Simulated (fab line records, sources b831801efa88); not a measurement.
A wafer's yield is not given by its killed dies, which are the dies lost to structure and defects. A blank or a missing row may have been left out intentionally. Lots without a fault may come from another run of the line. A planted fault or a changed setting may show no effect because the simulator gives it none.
Chamber matching -- flow gf180mcu -- GF_M5_ETCH_09 on rie-diel-04 has 4 sister chambers
The step etches Si3N4 in CF4/O2, target depth 52 nm, time 11.6 s. 14 wafers are shown with their chamber, then 7 later ones without.

WAFERS, EACH WITH ITS CHAMBER
wafer,chamber,drypump-motor-current-A (A),oes-product-au (a.u.),throttle-valve-pct (%)
L077.1,2,5.9,0.981,5.958
L077.5,3,5.7,0.991,5.961
L077.6,2,5.9,0.997,5.959
L079.1,1,5.3,1.007,5.963
L079.3,0,5.8,1.008,5.964
L079.4,2,5.9,0.989,5.967
L082.1,0,5.9,0.994,5.957
L082.2,2,5.9,0.996,5.962
L082.3,1,5.3,0.994,5.963
L085.2,1,5.3,1.004,5.967
L085.3,3,5.7,0.995,5.972
L085.4,2,5.9,0.984,5.979
L088.2,1,5.3,1.001,5.973
L088.3,3,5.7,0.987,5.963

SIGNATURES (means of the wafers above)
reading,chamber 0,chamber 1,chamber 2,chamber 3,scatter within a chamber
drypump-motor-current-A,5.850,5.300,5.900,5.700,0.0224
oes-product-au,1.00100,1.00150,0.98940,0.99100,0.00651
throttle-valve-pct,5.96050,5.96650,5.96500,5.96533,0.00674
Rule: for a wafer and a chamber, the distance is found by dividing, reading by reading, the gap between the wafer's reading and the chamber's mean by the reading's scatter, squaring, summing and taking the root. The wafer belongs to the nearest chamber; if the next one is less than 2 further off, it can't be placed. How the scatter is found: for the shown wafers, subtract from each reading the mean of its chamber, square and add these, divide the total by (wafers less chambers), then take the root.

WAFERS WITH NO CHAMBER GIVEN
wafer,drypump-motor-current-A (A),oes-product-au (a.u.),throttle-valve-pct (%)
L088.5,5.3,0.994,5.952
L092.3,5.3,0.984,5.960
L092.4,5.7,0.976,5.936
L092.6,5.7,0.973,5.974
L094.2,5.3,0.992,5.958
L094.3,5.9,1.000,5.970
L094.5,5.9,0.990,5.952

THE CHAMBER EACH PASSED THROUGH
wafer,from the rows above,in truth
L088.5,1,1
L092.3,1,1
L092.4,3,3
L092.6,3,3
L094.2,1,1
L094.3,can't be placed: 2 or 0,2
L094.5,can't be placed: 2 or 0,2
5 of 7 placed correctly. These rows do not allow placing 2 (true chamber among the candidates in 2). Placed wrongly: 0.
